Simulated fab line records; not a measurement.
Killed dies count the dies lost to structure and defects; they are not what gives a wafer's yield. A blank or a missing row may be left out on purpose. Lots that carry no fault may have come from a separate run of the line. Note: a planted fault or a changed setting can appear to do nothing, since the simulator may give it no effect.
Matching of chambers / flow sky130 / SKY_VIA2_CMP_24 on cmp-02 has 4 sister chambers
The step polishes, stops on SiO2, t overpolish 20 s, target thk 0 nm. 14 wafers are shown with their chamber, then 7 later ones without.

== WAFERS WITH THEIR CHAMBER ==
wafer=L470.1; chamber=2; motor_current_A (A)=12.2; time_to_endpoint_s (s)=99; overpolish_run_s (s)=19.995
wafer=L470.3; chamber=3; motor_current_A (A)=10.5; time_to_endpoint_s (s)=99; overpolish_run_s (s)=19.997
wafer=L470.5; chamber=2; motor_current_A (A)=11.9; time_to_endpoint_s (s)=99; overpolish_run_s (s)=19.996
wafer=L469.1; chamber=2; motor_current_A (A)=11.9; time_to_endpoint_s (s)=99; overpolish_run_s (s)=20.002
wafer=L469.2; chamber=1; motor_current_A (A)=12.0; time_to_endpoint_s (s)=101; overpolish_run_s (s)=20.021
wafer=L469.6; chamber=0; motor_current_A (A)=9.3; time_to_endpoint_s (s)=96; overpolish_run_s (s)=20.004
wafer=L472.1; chamber=1; motor_current_A (A)=11.5; time_to_endpoint_s (s)=103; overpolish_run_s (s)=19.991
wafer=L472.3; chamber=2; motor_current_A (A)=12.6; time_to_endpoint_s (s)=101; overpolish_run_s (s)=20.025
wafer=L472.6; chamber=1; motor_current_A (A)=12.1; time_to_endpoint_s (s)=105; overpolish_run_s (s)=20.000
wafer=L475.1; chamber=1; motor_current_A (A)=11.8; time_to_endpoint_s (s)=103; overpolish_run_s (s)=19.986
wafer=L475.2; chamber=0; motor_current_A (A)=9.3; time_to_endpoint_s (s)=102; overpolish_run_s (s)=20.014
wafer=L475.3; chamber=3; motor_current_A (A)=11.2; time_to_endpoint_s (s)=99; overpolish_run_s (s)=19.997
wafer=L478.1; chamber=3; motor_current_A (A)=11.0; time_to_endpoint_s (s)=96; overpolish_run_s (s)=20.001
wafer=L478.2; chamber=2; motor_current_A (A)=11.9; time_to_endpoint_s (s)=99; overpolish_run_s (s)=20.017

SIGNATURES, as means of the wafers listed above
reading=motor_current_A; chamber 0=9.300; chamber 1=11.850; chamber 2=12.100; chamber 3=10.900; scatter within a chamber=0.292
reading=time_to_endpoint_s; chamber 0=99.00; chamber 1=103.00; chamber 2=99.40; chamber 3=98.00; scatter within a chamber=1.88
reading=overpolish_run_s; chamber 0=20.00900; chamber 1=19.99950; chamber 2=20.00700; chamber 3=19.99833; scatter within a chamber=0.0122
Rule: a wafer lies at a distance from a chamber equal to the root of the sum of squares, over the readings, of (its reading less the chamber's mean, divided by the reading's scatter). If the next closest chamber is less than 2 further off than the closest, the wafer can't be placed; otherwise it belongs to the closest. The scatter: take each reading less its chamber's mean, square it, sum over the shown wafers, divide by the number of wafers less the number of chambers, and take the root.

== WAFERS MISSING THEIR CHAMBER ==
wafer=L478.5; motor_current_A (A)=9.3; time_to_endpoint_s (s)=97; overpolish_run_s (s)=19.995
wafer=L483.3; motor_current_A (A)=11.1; time_to_endpoint_s (s)=97; overpolish_run_s (s)=20.009
wafer=L483.4; motor_current_A (A)=12.0; time_to_endpoint_s (s)=101; overpolish_run_s (s)=19.993
wafer=L483.5; motor_current_A (A)=12.6; time_to_endpoint_s (s)=99; overpolish_run_s (s)=20.008
wafer=L484.1; motor_current_A (A)=11.0; time_to_endpoint_s (s)=102; overpolish_run_s (s)=20.018
wafer=L484.2; motor_current_A (A)=9.4; time_to_endpoint_s (s)=101; overpolish_run_s (s)=19.996
wafer=L484.3; motor_current_A (A)=11.6; time_to_endpoint_s (s)=106; overpolish_run_s (s)=19.991

== WHICH CHAMBER EACH WENT THROUGH ==
wafer=L478.5; from the rows above=0; in truth=0
wafer=L483.3; from the rows above=3; in truth=3
wafer=L483.4; from the rows above=can't be placed: 1 or 2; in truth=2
wafer=L483.5; from the rows above=can't be placed: 2 or 1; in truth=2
wafer=L484.1; from the rows above=can't be placed: 3 or 1 or 2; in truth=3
wafer=L484.2; from the rows above=0; in truth=0
wafer=L484.3; from the rows above=1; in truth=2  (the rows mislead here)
Correctly placed: 3 of 7. Not placeable from these rows: 3 (in 3, the candidates include the true chamber). 1 placed wrongly.
